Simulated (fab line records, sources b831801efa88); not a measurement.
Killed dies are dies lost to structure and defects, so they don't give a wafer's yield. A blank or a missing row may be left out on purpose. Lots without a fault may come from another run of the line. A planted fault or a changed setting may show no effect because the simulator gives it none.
Split-lot experiment | flow sky130 | 5 lots, 23 wafers read, on a route of 708 steps

THE SPLIT
At SKY_SONOS_ONO_COAT_08 (resist thk 1140 nm), the setting resist_thk_nm was moved away from the recipe's 1140 nm on 7 of the 23 wafers read, by -4.6% to +1.8%. The other wafers ran this setting at the recipe's value.

The reading is taken at the split's own step.

THE READING
NOVOLAK_of_SONOS_ONO_COAT_08.thk_nm (the simulator's own value, which no gauge read), in nm, at SKY_SONOS_ONO_COAT_08 (resist thk 1140 nm). The file gives no usual value for it. The 16 wafers here that ran the recipe average 1141 nm, standard deviation 3.8 nm.

wafer  | tool, chamber at the split | resist_thk_nm as run, nm | against the recipe | NOVOLAK_of_SONOS_ONO_COAT_08.thk_nm, nm | against lot-mates on the recipe
L074.1 | litho_track-02, 0          | 1088                     | -4.6%              | 1087                                    | -56
L074.3 | litho_track-02, 0          | 1088                     | -4.6%              | 1088                                    | -54
L074.4 | litho_track-02, 0          | 1140                     | recipe             | 1142                                    | -
L074.5 | litho_track-02, 0          | 1140                     | recipe             | 1143                                    | -
L074.6 | litho_track-02, 0          | 1088                     | -4.6%              | 1089                                    | -54
L079.1 | litho_track-01, 0          | 1140                     | recipe             | 1141                                    | -
L079.5 | litho_track-01, 0          | 1140                     | recipe             | 1141                                    | -
L079.3 | litho_track-01, 0          | 1140                     | recipe             | 1140                                    | -
L079.4 | litho_track-01, 0          | 1160                     | +1.8%              | 1161                                    | +20
L079.6 | litho_track-01, 0          | 1160                     | +1.8%              | 1162                                    | +21
L081.2 | litho_track-01, 0          | 1122                     | -1.6%              | 1125                                    | -21
L081.3 | litho_track-01, 0          | 1140                     | recipe             | 1148                                    | -
L081.5 | litho_track-01, 0          | 1140                     | recipe             | 1148                                    | -
L081.4 | litho_track-01, 0          | 1122                     | -1.6%              | 1128                                    | -18
L081.6 | litho_track-01, 0          | 1140                     | recipe             | 1143                                    | -
L084.1 | litho_track-01, 0          | 1140                     | recipe             | 1141                                    | -
L084.2 | litho_track-01, 0          | 1140                     | recipe             | 1142                                    | -
L084.4 | litho_track-01, 0          | 1140                     | recipe             | 1144                                    | -
L084.5 | litho_track-01, 0          | 1140                     | recipe             | 1143                                    | -
L084.6 | litho_track-01, 0          | 1140                     | recipe             | 1138                                    | -
L085.2 | litho_track-02, 0          | 1140                     | recipe             | 1134                                    | -
L085.3 | litho_track-02, 0          | 1140                     | recipe             | 1136                                    | -
L085.6 | litho_track-02, 0          | 1140                     | recipe             | 1136                                    | -

THE FIT
A straight line over all 23 wafers: NOVOLAK_of_SONOS_ONO_COAT_08.thk_nm changes by +11.5 nm for each +1% of resist_thk_nm; r = +0.99; the points scatter about the line by 3.5 nm.
The same after taking each lot's own level away (the mean of its wafers on the recipe; 23 wafers): +12 nm for each +1%; r = +1.00; scatter 1.5 nm.
On that fit, the largest move of resist_thk_nm shifts the reading by 55 nm.
The lots' own levels span 1135.3 to 1146.3 nm, that is 2.9 times the standard deviation above.
So the lot-to-lot level changes the slope little: the two slopes agree.
Check: with one of the wafers moved furthest among these (-4.6%) left out of the fit, the line predicts -54.3 nm for it against its lot-mates. It came out at -55.5 nm against them.

OTHER SPLITS ON THESE WAFERS
These wafers also went through other splits before the reading. Each is held against what the fit with the lots' levels taken away leaves over:
other split on the same wafers             | wafers away from the commonest value | r with NOVOLAK_of_SONOS_ONO_COAT_08.thk_nm (lot level and that fit taken away)
SKY_VT_ADJUST_HVTR_EXPOSE_04 dose_mj       | 8                                    | +0.39
SKY_SONOS_TUNNEL_DEVELOP_06 develop_time_s | 7                                    | +0.06

THE WHOLE CHAIN: every reading that the file lists as answering this split, in the file's order
step                   | what it does       | reading                                                                              | change (the file's fit)              | r (the file's)
SKY_SONOS_ONO_COAT_08  | resist thk 1140 nm | NOVOLAK_of_SONOS_ONO_COAT_08.thk_nm (the simulator's own value, which no gauge read) | +12 nm for each +1% of the setting   | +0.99
SKY_SONOS_ONO_STRIP_17 | strips in O2/N2    | strip_time_to_endpoint_s                                                             | withheld for each +1% of the setting | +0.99

THE FILE'S OWN FIT
NOVOLAK_of_SONOS_ONO_COAT_08.thk_nm changes by +12 nm for each +1% of resist_thk_nm, r = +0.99.
